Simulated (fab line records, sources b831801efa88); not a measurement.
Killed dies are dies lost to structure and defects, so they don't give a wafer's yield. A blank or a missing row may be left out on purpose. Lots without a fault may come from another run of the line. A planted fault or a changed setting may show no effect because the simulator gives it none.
A struck lot beside a sound one | flow sky130 | 16 steps out of a route of 708
Sound: wafers L628.1, L628.2, L628.5. Struck: wafers L641.1, L641.4, L641.6. The cause comes at the end.
At each step with rows: each side's tool, then ch and its chambers, then its first start. Under that, the readings that differ: sound wafers | struck wafers | difference of the means | sigmas: that difference in standard deviations of wafers without a fault.
alike: readings whose means differ by less than 2 such deviations, and words and numbers that are the same on both sides. not compared: withheld readings, readings that some wafer has no value for, bounds like >300 that may hide the same value, and numbers for which the record gives no deviation and whose values overlap.
The two part at a step that has a row with sigmas, a row that says differs or no value, or rows on one side only. Numbers that don't overlap but have no deviation are shown without sigmas and don't part them. A reading that every wafer of one side lacks parts them only if that side has two wafers or more.

SKY_POLY_GATE_THK_MEAS_04:
  sound on film_metro-02, day 16 16:38; struck on film_metro-02, day 21 15:09
  alike: POLY_GATE_CVD_03_THK
then, 8 steps without rows for these wafers: SKY_POLY_GATE_DEHYDRATE_05 (time 60 s); SKY_POLY_GATE_HMDS_06 (prime time 60 s); SKY_POLY_GATE_COAT_07 (resist thk 110 nm); SKY_POLY_GATE_COAT_08 (resist thk 450 nm); SKY_POLY_GATE_SOFTBAKE_09 (time 90 s); SKY_POLY_GATE_EXPOSE_10 (exposes mask P1M, target cd 150 nm); SKY_POLY_GATE_PEB_11; SKY_POLY_GATE_DEVELOP_12 (develop time 60 s).
SKY_POLY_GATE_CD_MEAS_13: target cd 150 nm.
  sound on cd_sem-01, day 17 21:41; struck on cd_sem-01, day 22 22:19
  alike: cd_nm
SKY_POLY_GATE_OVL_MEAS_14:
  sound on overlay-02, day 17 21:48; struck on overlay-01, day 22 22:26
  alike: POLY_GATE_OVL
SKY_POLY_GATE_ETCH_15: etches BARC in N2/H2, stops on SiO2, time 118.5 s, target depth 110 nm.
  sound on rie_diel-04 ch 1,2,3, day 17 21:50; struck on rie_diel-01 ch 2,3, day 22 22:28
  alike: drypump_motor_current_A, oes_product_au, rf_fwd_power_W, throttle_valve_pct
  not compared: rf_hours_counter_h
SKY_POLY_GATE_ETCH_16: etches Si3N4 in CH3F/O2, stops on poly-Si, time 147.5 s, target depth 75 nm.
  sound on rie_diel-04 ch 1,2,3, day 17 21:55; struck on rie_diel-01 ch 2,3, day 22 22:33
  reading                                          | sound             | struck            | difference | sigmas
  rf_fwd_power_W (W)                               | 397.1 397.6 397.0 | 333.1 335.2 332.0 | -63.8      | -49
  model.KrF-thick_of_POLY_GATE_COAT_08.thk_nm (nm) | 241.4 240.5 237.5 | 244 245 241.6     | +4         |
  alike: drypump_motor_current_A, oes_product_au, throttle_valve_pct
  not compared: rf_hours_counter_h
SKY_POLY_GATE_ETCH_17: etches poly-Si in HBr/Cl2, stops on SiO2, target depth 180 nm, time 70.5 s.
  sound on rie_si-02 ch 0,2,3, day 17 22:01; struck on rie_si-02 ch 0,1,2, day 22 22:39
  alike: drypump_motor_current_A, oes_product_au, rf_fwd_power_W, throttle_valve_pct
  not compared: rf_hours_counter_h, model.KrF-thick_of_POLY_GATE_COAT_08.thk_nm
SKY_POLY_GATE_STRIP_18: strips in O2/N2.
  sound on plasma_asher-04 ch 0,1, day 17 22:04; struck on plasma_asher-04 ch 0,1, day 22 22:43
  alike: drypump_motor_current_A, o2_flow_sccm, oes_product_au, strip_time_to_endpoint_s
  not compared: rf_hours_counter_h
-- the record jumps here: 27 days lie between the struck wafers' starts before and after (it left off in module POLY_GATE and takes up again in module PAD_OPEN, whose first step shown is number 708 of the route) --
SKY_PAD_OPEN_PROBE_99:
  sound on prober-01, day 47 07:20; struck on prober-02, day 50 03:50
  alike: killed_at_M0_to_M3, killed_at_M4_up, killed_at_contacts, killed_at_front_end, killed_at_other, killed_dies, killed_open, killed_short

WHERE THEY PART
Only at SKY_POLY_GATE_ETCH_16, within this record. Later steps at which nothing parts them and some readings are alike: SKY_POLY_GATE_ETCH_17, SKY_POLY_GATE_STRIP_18, SKY_PAD_OPEN_PROBE_99.

WHY: what the simulator had put in
Process parameter drift: rie_diel-01, from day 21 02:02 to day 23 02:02, at SKY_POLY_GATE_ETCH_16. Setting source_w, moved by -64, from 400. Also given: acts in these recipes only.
